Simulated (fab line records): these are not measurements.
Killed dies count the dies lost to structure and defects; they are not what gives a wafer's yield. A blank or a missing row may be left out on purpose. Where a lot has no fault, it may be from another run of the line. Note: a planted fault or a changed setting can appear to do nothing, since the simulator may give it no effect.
Comparing a struck lot with a sound one / flow sky130 / 23 out of 708 route steps
Sound: the wafers L212.1, L212.3, L212.4. Struck: wafers L224.3, L224.5. The cause comes at the end.
Each step with rows lists, per side, the tool, then ch with its chambers, then its first start. Under that, the readings that differ: sound wafers / struck wafers / difference of the means / sigmas: that difference in standard deviations of wafers without a fault.
alike: a reading whose means differ by less than 2 such deviations, as well as words and numbers matching on both sides. not compared: withheld readings; readings where some wafer has no value; bounds like >300 that might hide an equal value; numbers whose values overlap and for which the record gives no deviation.
Wherever a step has rows on one side only, a row that says differs or no value, or a row with sigmas, the two part there. Numbers that have no deviation but don't overlap get no sigmas and don't part them. A reading that every wafer of one side lacks parts them only if that side has two wafers or more.

first, 8 steps without rows for these wafers: SKY_LDD_N_IMPLANT_08; SKY_LDD_N_IMPLANT_09; SKY_LDD_N_IMPLANT_10; SKY_LDD_N_IMPLANT_11; SKY_LDD_N_IMPLANT_12; SKY_LDD_N_IMPLANT_13; SKY_LDD_N_IMPLANT_14; SKY_LDD_N_IMPLANT_15.
SKY_LDD_N_STRIP_16: strips in O2/N2.
  sound on plasma asher-02 ch 0,1, day 20 16:10; struck on plasma asher-04 ch 1, day 24 23:13
reading=strip time to endpoint s (s); sound=4.339 4.339 4.314; struck=4.302 4.297; difference=-0.031; sigmas=-2
  alike: drypump motor current A, oes product au
  not compared: rf hours counter h
SKY_LDD_N_TW_MEAS_17:
  struck on film metro-02, day 24 23:17; sound on film metro-02, day 20 16:16
  alike: LDD_N_TW
then, 2 steps without rows for these wafers: SKY_LDD_P_DEHYDRATE_00 (time 60 s); SKY_LDD_P_HMDS_01 (prime time 60 s).
SKY_LDD_P_COAT_02: resist thk 1140 nm.
  sound on litho track-01 ch 0, day 21 07:02; struck on litho track-01 ch 0, day 25 13:11
reading=model.NOVOLAK_of_LDD_P_COAT_02.thk nm (nm); sound=1142 1138 1144; struck=1170 1170; difference=+29; sigmas=
then, 3 steps without rows for these wafers: SKY_LDD_P_SOFTBAKE_03 (time 60 s); SKY_LDD_P_EXPOSE_04 (exposes mask PSDM, target cd 380 nm); SKY_LDD_P_PEB_05.
SKY_LDD_P_DEVELOP_06: develop time 60 s.
  sound on litho track-03 ch 0, day 21 22:40; struck on litho track-03 ch 0, day 26 04:22
reading=model.NOVOLAK_of_LDD_P_COAT_02.thk nm (nm); sound=1141 1137 1144; struck=1169 1169; difference=+28; sigmas=
SKY_LDD_P_CD_MEAS_07: target cd 380 nm.
  struck on cd sem-01, day 26 04:31; sound on cd sem-02, day 21 22:49
  alike: cd nm
SKY_LDD_P_OVL_MEAS_08:
  struck on overlay-01, day 26 04:36; sound on overlay-01, day 21 22:56
  alike: LDD_P_OVL
next, for these wafers, 1 step has no rows: SKY_LDD_P_IMPLANT_09.
SKY_LDD_P_STRIP_10: strips in O2/N2.
  sound on plasma asher-03 ch 0,1, day 21 23:08; struck on plasma asher-03 ch 0,1, day 26 04:49
reading=strip time to endpoint s (s); sound=14.19 14.15 14.24; struck=14.49 14.50; difference=+0.30; sigmas=+7
  alike: drypump motor current A, oes product au
  not compared: rf hours counter h
SKY_LDD_P_TW_MEAS_11:
  struck on film metro-04, day 26 04:54; sound on film metro-02, day 21 23:14
  alike: LDD_P_TW
-- a jump in the record: the struck wafers' starts before and after are 24 days apart (it breaks off in module LDD_P and resumes in module PAD_OPEN, where the first step shown is number 708 of the route) --
SKY_PAD_OPEN_PROBE_99:
  struck on prober-01, day 50 06:41; sound on prober-01, day 47 18:17
  alike: killed_at_M0_to_M3, killed_at_M4_up, killed at contacts, killed at front end, killed at other, killed dies, killed open, killed short

== WHERE THEY PART ==
At SKY_LDD_N_STRIP_16 first; at SKY_LDD_P_STRIP_10 last (within this record only). Later steps at which nothing parts them and some readings are alike: SKY_LDD_P_TW_MEAS_11, SKY_PAD_OPEN_PROBE_99.

WHY: the cause the simulator had injected
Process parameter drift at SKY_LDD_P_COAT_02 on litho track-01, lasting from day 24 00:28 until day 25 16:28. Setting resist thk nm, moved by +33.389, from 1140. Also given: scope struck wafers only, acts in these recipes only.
